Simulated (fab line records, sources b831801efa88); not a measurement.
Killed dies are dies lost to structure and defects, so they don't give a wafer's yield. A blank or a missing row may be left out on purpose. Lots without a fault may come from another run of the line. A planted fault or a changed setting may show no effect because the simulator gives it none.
fab line records | flow sky130
record lots=14 wafers=42 last_day=50
route steps=708 shown CONTACT@406 PAD_OPEN@708
lots that met no fault: from a run of the same line without faults
start_h: hours from the record's first day to the start of the lot's first wafer shown | wait_h: hours since the lot's step before | " the same as in the row above | L1.1+2: a row that stands for several wafers | - no value, or no start given | * or withheld: withheld | < > ~ a bound
route shown NAME@n: a module of which the file shows steps, and the number in the route of the first | usual: mean/standard deviation of fault-free wafers | same: alike in all rows | chamber/n: place in a boat | sites: the reading at each site | _std_site: their standard deviation | _edge_site: outer sites' mean less inner sites' | radius_mm: how far each site lies from the wafer's centre | mask NAME#n: copy n | behind: the tool/chamber that last shaped the wafer | hold: why the lot was held/for how many hours/how that ended | device: the transistor (n, p or np) that didn't switch | end of line: the same wafers' tests at the end of the route | a step without rows: its recipe alone | killed: dies lost to structure and defects at the first sort, not the wafer's yield | map: a wafer's dies, x killed, . not, _ none there
set.NAME: the setting as run; set.NAME@STEP: as run at that earlier step | model.NAME: the simulator's own value behind a step, which no gauge read
steps of the route over a sample of lots; a table a step, a row a wafer
services: from which hour (start_h, from the record's first day; less than 0 if before it) a tool's chamber was out of use, for how many hours, and why
## steps
# step SKY_CONTACT_CVD_00
# recipe material=Si3N4 target_thk_nm=75 temp_c=400 time_s=withheld rf_w=450
# usual heater_power_w=729/96 susceptor_temp_C=399.98/0.22
# columns lot.wafer tool chamber start_h wait_h heater_power_w susceptor_temp_C
L838.3 pecvd-01 0 730.63 0.0 678 400.14
L838.4 " 0 " " 705 400.08
L838.5 " 2 " " 893 400.09
L839.3 pecvd-03 2 734.13 0.0 709 399.80
L839.4 " 1 " " 830 400.37
L839.6 " 2 " " 714 399.71
L840.2 pecvd-01 1 740.15 0.0 868 399.84
L840.3 " 2 " " 862 399.88
L840.4 " 1 " " 856 400.07
L841.1 pecvd-04 0 751.51 0.0 716 400.04
L841.3 " 2 " " 727 400.03
L841.6 " 1 " " 717 400.41
L842.3 pecvd-04 0 756.29 0.0 728 400.42
L842.5 " 2 " " 607 399.79
L842.6 " 1 " " 671 400.01
L843.2 pecvd-03 1 760.94 0.0 844 399.92
L843.4 " 0 " " 553 399.93
L843.6 " 1 " " 828 399.70
L844.2 pecvd-01 2 765.43 0.0 792 399.91
L844.4 " 1 " " 777 399.99
L844.5 " 0 " " 616 399.94
L848.1 pecvd-04 0 793.59 0.0 657 400.26
L848.3 " 1 " " 744 400.03
L848.4 " 2 " " 694 399.88
L849.2 pecvd-03 2 806.75 0.0 685 399.98
L849.3 " 0 " " 646 399.50
L849.4 " 2 " " 699 400.06
L851.2 pecvd-03 2 815.94 0.0 687 400.04
L851.3 " 0 " " 602 400.06
L851.6 " 0 " " 597 400.15
L852.3 pecvd-01 1 834.21 0.0 770 400.51
L852.4 " 1 " " 742 400.10
L852.5 " 0 " " 558 399.95
L855.1 pecvd-03 0 848.46 0.0 673 399.88
L855.3 " 1 " " 818 399.89
L855.4 " 0 " " 679 399.81
L858.1 pecvd-03 1 869.48 0.0 893 400.12
L858.2 " 2 " " 638 400.02
L858.4 " 2 " " 645 399.89
L859.2 pecvd-03 0 880.41 0.0 620 400.23
L859.4 " 1 " " 887 399.93
L859.5 " 2 " " 658 399.70
# step SKY_CONTACT_THK_MEAS_03
# recipe reads=SiO2_of_CONTACT_HDPCVD_02
# usual CONTACT_HDPCVD_THK=566/6.1
# columns lot.wafer tool chamber start_h wait_h CONTACT_HDPCVD_THK[nm]
L838.3 film_metro-01 - 730.81 0.1 564
L838.4 " - " " 560
L838.5 " - " " 574
L839.3 film_metro-01 - 734.31 0.1 558
L839.4 " - " " 556
L839.6 " - " " 564
L840.2 film_metro-01 - 740.32 0.0 578
L840.3 " - " " 559
L840.4 " - " " 568
L841.1 film_metro-01 - 751.67 0.0 561
L841.3 " - " " 556
L841.6 " - " " 571
L842.3 film_metro-03 - 756.47 0.1 564
L842.5 " - " " 573
L842.6 " - " " 560
L843.2 film_metro-03 - 761.11 0.0 558
L843.4 " - " " 557
L843.6 " - " " 569
L844.2 film_metro-02 - 765.60 0.0 558
L844.4 " - " " 559
L844.5 " - " " 563
L848.1 film_metro-01 - 793.78 0.1 578
L848.3 " - " " 570
L848.4 " - " " 574
L849.2 film_metro-01 - 806.93 0.0 559
L849.3 " - " " 562
L849.4 " - " " 570
L851.2 film_metro-01 - 816.11 0.0 575
L851.3 " - " " 567
L851.6 " - " " 574
L852.3 film_metro-03 - 834.39 0.1 569
L852.4 " - " " 553
L852.5 " - " " 563
L855.1 film_metro-01 - 848.62 0.0 569
L855.3 " - " " 569
L855.4 " - " " 575
L858.1 film_metro-03 - 869.65 0.0 573
L858.2 " - " " 565
L858.4 " - " " 566
L859.2 film_metro-03 - 880.58 0.0 578
L859.4 " - " " 554
L859.5 " - " " 573
# step SKY_CONTACT_BOW_MEAS_05
# recipe mode=bow
# usual CONTACT_BOW=82/7.6
# columns lot.wafer tool chamber start_h wait_h CONTACT_BOW[um]
L838.3 film_metro-03 - 731.19 0.2 68
L838.4 " - " " 79
L838.5 " - " " 87
L839.3 film_metro-02 - 734.69 0.2 83
L839.4 " - " " 83
L839.6 " - " " 77
L840.2 film_metro-01 - 740.69 0.2 70
L840.3 " - " " 80
L840.4 " - " " 71
L841.1 film_metro-02 - 752.18 0.1 79
L841.3 " - " " 80
L841.6 " - " " 69
L842.3 film_metro-03 - 756.92 0.3 91
L842.5 " - " " 85
L842.6 " - " " 75
L843.2 film_metro-02 - 761.75 0.1 83
L843.4 " - " " 83
L843.6 " - " " 83
L844.2 film_metro-02 - 765.97 0.3 70
L844.4 " - " " 79
L844.5 " - " " 72
L848.1 film_metro-03 - 794.14 0.2 84
L848.3 " - " " 89
L848.4 " - " " 72
L849.2 film_metro-03 - 807.30 0.2 82
L849.3 " - " " 85
L849.4 " - " " 78
L851.2 film_metro-01 - 816.48 0.3 78
L851.3 " - " " 71
L851.6 " - " " 71
L852.3 film_metro-01 - 834.85 0.2 88
L852.4 " - " " 87
L852.5 " - " " 100
L855.1 film_metro-03 - 848.98 0.2 86
L855.3 " - " " 78
L855.4 " - " " 87
L858.1 film_metro-01 - 870.01 0.1 80
L858.2 " - " " 96
L858.4 " - " " 87
L859.2 film_metro-02 - 880.95 0.2 69
L859.4 " - " " 79
L859.5 " - " " 75
# step SKY_CONTACT_SOFTBAKE_10
# recipe temp_c=100 time_s=90 resist=KrF-thick
# usual heater_power_total_W=57.35/0.11 run_length_s=119.18/0.26
# columns lot.wafer tool chamber start_h wait_h heater_power_total_W run_length_s
L838.3 litho_track-04 0 744 - 57.63 118.73
L838.4 " 0 " " 57.34 118.82
L838.5 " 0 " " 57.23 118.89
L839.3 litho_track-02 0 748 - 57.64 119.18
L839.4 " 0 " " 57.37 119.35
L839.6 " 0 " " 57.30 119.58
L840.2 litho_track-01 0 754 - 57.41 119.30
L840.3 " 0 " " 57.33 119.22
L840.4 " 0 " " 57.42 119.56
L841.1 litho_track-01 0 765 - 57.36 119.41
L841.3 " 0 " " 57.39 119.28
L841.6 " 0 " " 57.19 119.16
L842.3 litho_track-01 0 770 - 57.26 119.29
L842.5 " 0 " " 57.53 119.27
L842.6 " 0 " " 57.52 119.24
L843.2 litho_track-02 0 774 - 57.35 119.36
L843.4 " 0 " " 57.44 119.48
L843.6 " 0 " " 57.30 119.29
L844.2 litho_track-01 0 778 - 57.28 119.35
L844.4 " 0 " " 57.28 119.55
L844.5 " 0 779 - 57.50 119.22
L848.1 litho_track-04 0 808 - 57.45 118.81
L848.3 " 0 " " 57.19 118.67
L848.4 " 0 " " 57.28 118.65
L849.2 litho_track-02 0 820 - 65.85 88.26
L849.3 " 0 " " 65.66 88.43
L849.4 " 0 " " 65.97 88.33
L851.2 litho_track-02 0 830 - 66.02 88.47
L851.3 " 0 " " 66.21 88.42
L851.6 " 0 " " 65.70 88.39
L852.3 litho_track-02 0 846 - 65.70 88.23
L852.4 " 0 847 - 66.00 88.33
L852.5 " 0 " " 65.68 88.49
L855.1 litho_track-01 0 862 - 57.45 119.35
L855.3 " 0 " " 57.42 119.41
L855.4 " 0 " " 57.21 119.17
L858.1 litho_track-04 0 883 - 57.35 118.92
L858.2 " 0 " " 57.21 118.85
L858.4 " 0 " " 57.37 118.89
L859.2 litho_track-01 0 893 - 57.37 119.14
L859.4 " 0 894 - 57.28 119.27
L859.5 " 0 " " 57.36 119.41
# step SKY_PAD_OPEN_PROBE_99
# usual killed_at_M0_to_M3=43/6.5 killed_at_M4_up=3.2/1.8 killed_at_contacts=26/5.2 killed_at_front_end=16/4.8 killed_at_other=0.3/0.6 killed_dies=89/9.6 killed_open=48/7.1 killed_short=40/6.4
# same gross_dies=492 killed_at_back_side=0
# columns lot.wafer tool chamber start_h wait_h killed_at_M0_to_M3 killed_at_M4_up killed_at_contacts killed_at_front_end killed_at_other killed_dies killed_open killed_short
L848.1 prober-01 - 1143.05 0.1 29 4 33 16 0 82 44 38
L848.3 prober-01 - 1143.15 0.2 35 3 16 10 0 64 44 20
L848.4 prober-01 - 1143.20 0.2 55 4 26 15 0 100 55 45
L849.2 prober-02 - 1151.79 0.1 56 4 27 22 0 109 65 43
L849.3 prober-02 - 1151.84 0.2 47 0 21 20 0 88 44 44
L849.4 prober-02 - 1151.89 0.2 43 3 28 34 0 108 56 50
L851.2 prober-02 - 1156.15 0.1 45 1 19 15 0 80 48 31
L851.3 prober-02 - 1156.20 0.2 60 5 20 16 0 101 55 44
L851.6 prober-02 - 1156.35 0.2 44 3 16 20 0 83 50 33
L852.3 prober-01 - 1170.37 0.2 44 5 23 16 0 88 51 35
L852.4 prober-01 - 1170.42 0.2 49 1 27 14 1 92 54 35
L852.5 prober-01 - 1170.47 0.2 37 5 24 13 0 79 47 31
# killed by level:class
L848.1 CONTACT:geometric_particle:open=16 CONTACT:geometric_particle:short=10 POLY_GATE:geometric_particle:open=5 VIA2:geometric_particle:open=5 VIA3:geometric_particle:open=5 LI_CONTACT:geometric_particle:open=4 VIA1:geometric_particle:open=4 METAL4:geometric_particle:short=4
L848.3 VIA1:geometric_particle:open=9 VIA2:geometric_particle:open=9 LI_CONTACT:geometric_particle:open=6 CONTACT:geometric_particle:open=5 VIA3:geometric_particle:open=5 POLY_GATE:geometric_particle:open=4 CONTACT:geometric_particle:short=4 METAL1:geometric_particle:short=4
L848.4 CONTACT:geometric_particle:open=13 VIA3:geometric_particle:open=11 VIA1:geometric_particle:open=10 METAL1:geometric_particle:short=9 VIA1:geometric_particle:short=6 VIA2:geometric_particle:open=5 METAL2:geometric_particle:short=5 FIELD_ISO:geometric_particle:open=4
L849.2 VIA1:geometric_particle:open=15 LI_CONTACT:geometric_particle:open=10 VIA2:geometric_particle:open=9 FIELD_ISO:geometric_particle:open=8 CONTACT:geometric_particle:open=7 VIA3:geometric_particle:open=7 CONTACT:geometric_particle:short=6 METAL1:geometric_particle:short=6
L849.3 VIA1:geometric_particle:open=10 METAL2:geometric_particle:short=8 FIELD_ISO:geometric_particle:short=7 CONTACT:geometric_particle:open=7 VIA2:geometric_particle:open=6 VIA3:geometric_particle:short=6 LI_CONTACT:geometric_particle:open=5 FIELD_ISO:geometric_particle:open=4
L849.4 CONTACT:geometric_particle:open=10 FIELD_ISO:geometric_particle:short=8 VIA2:geometric_particle:open=8 FIELD_ISO:geometric_particle:open=7 POLY_GATE:geometric_particle:open=7 CONTACT:geometric_particle:short=7 VIA1:geometric_particle:open=7 POLY_GATE:geometric_particle:short=6
L851.2 VIA1:geometric_particle:open=19 FIELD_ISO:geometric_particle:short=8 VIA3:geometric_particle:open=8 CONTACT:geometric_particle:open=6 VIA1:geometric_particle:short=5 LI_CONTACT:geometric_particle:short=4 LI_CONTACT:geometric_particle:open=4 VIA2:geometric_particle:open=4
L851.3 VIA3:geometric_particle:open=14 VIA1:geometric_particle:open=12 CONTACT:geometric_particle:open=10 FIELD_ISO:geometric_particle:short=6 VIA3:geometric_particle:short=5 LI_CONTACT:geometric_particle:open=5 METAL1:geometric_particle:short=5 VIA1:geometric_particle:short=5
L851.6 VIA1:geometric_particle:open=10 VIA2:geometric_particle:open=8 FIELD_ISO:geometric_particle:open=6 CONTACT:geometric_particle:open=6 METAL1:geometric_particle:short=6 POLY_GATE:geometric_particle:open=5 VIA1:geometric_particle:short=5 VIA2:geometric_particle:short=5
L852.3 VIA1:geometric_particle:open=17 CONTACT:geometric_particle:open=9 VIA2:geometric_particle:open=7 POLY_GATE:geometric_particle:short=6 CONTACT:geometric_particle:short=5 METAL1:geometric_particle:open=5 METAL4:geometric_particle:short=5 LOCAL_INTERCONNECT:geometric_particle:short=4
L852.4 VIA1:geometric_particle:open=16 CONTACT:geometric_particle:open=12 VIA2:geometric_particle:open=6 VIA3:geometric_particle:open=5 CONTACT:geometric_particle:short=5 VIA1:geometric_particle:short=5 METAL2:geometric_particle:short=5 POLY_GATE:geometric_particle:short=4
L852.5 VIA1:geometric_particle:open=14 CONTACT:geometric_particle:open=7 LI_CONTACT:geometric_particle:open=7 VIA3:geometric_particle:open=6 CONTACT:geometric_particle:short=5 VIA2:geometric_particle:open=5 METAL4:geometric_particle:short=5 VIA1:geometric_particle:short=4
## services
# columns tool chamber start_h hours kind
pecvd-01 - 719.04 1.6 repair
pecvd-03 0 719.83 5.9 repair
pecvd-01 - 720.67 2.8 pm
pecvd-04 1 722.59 16.5 scheduled_down
pecvd-04 1 764.62 8.0 repair
pecvd-04 1 781.82 6.5 repair
pecvd-01 0 790.94 4.7 repair
pecvd-01 - 793.43 0.7 repair
pecvd-04 - 801.15 0.7 repair
pecvd-03 1 818.12 - clean
pecvd-03 1 818.12 - consumable_replace:showerhead
pecvd-03 1 818.12 29.0 scheduled_down
pecvd-03 1 818.12 29.0 vent_cycle
pecvd-01 2 845.94 5.5 scheduled_down
pecvd-03 0 850.67 2.1 scheduled_down
pecvd-04 2 859.55 2.1 scheduled_down
pecvd-03 1 872.05 5.5 scheduled_down
## key
first_sign step=SKY_CONTACT_SOFTBAKE_10 reading=run_length_s direction=down sigmas=99+ usual=* struck=*
effect step=SKY_CONTACT_SOFTBAKE_10 reading=heater_power_total_W direction=up sigmas=76 usual=* struck=*
met_at SKY_CONTACT_SOFTBAKE_10
struck_lots L849,L851,L852
tester_left_out L849,L851,L852
not_acting_at SKY_CONTACT_CVD_00,SKY_CONTACT_THK_MEAS_03,SKY_CONTACT_BOW_MEAS_05
onset_between 774 820
fault kind=process_parameter_drift tool=litho_track-02 chamber=- onset_h=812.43 steps=SKY_CONTACT_SOFTBAKE_10 channel=time_s offset=* shape=step end_h=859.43 acts_in=* stated=*
# tester_left_out: of these lots the tester's yield and bins aren't shown, on N5 and GAA mostly nor the transistor test; their killed dies are dies lost to structure and defects alone, not to doping, threshold or leakage, so they don't give the yield
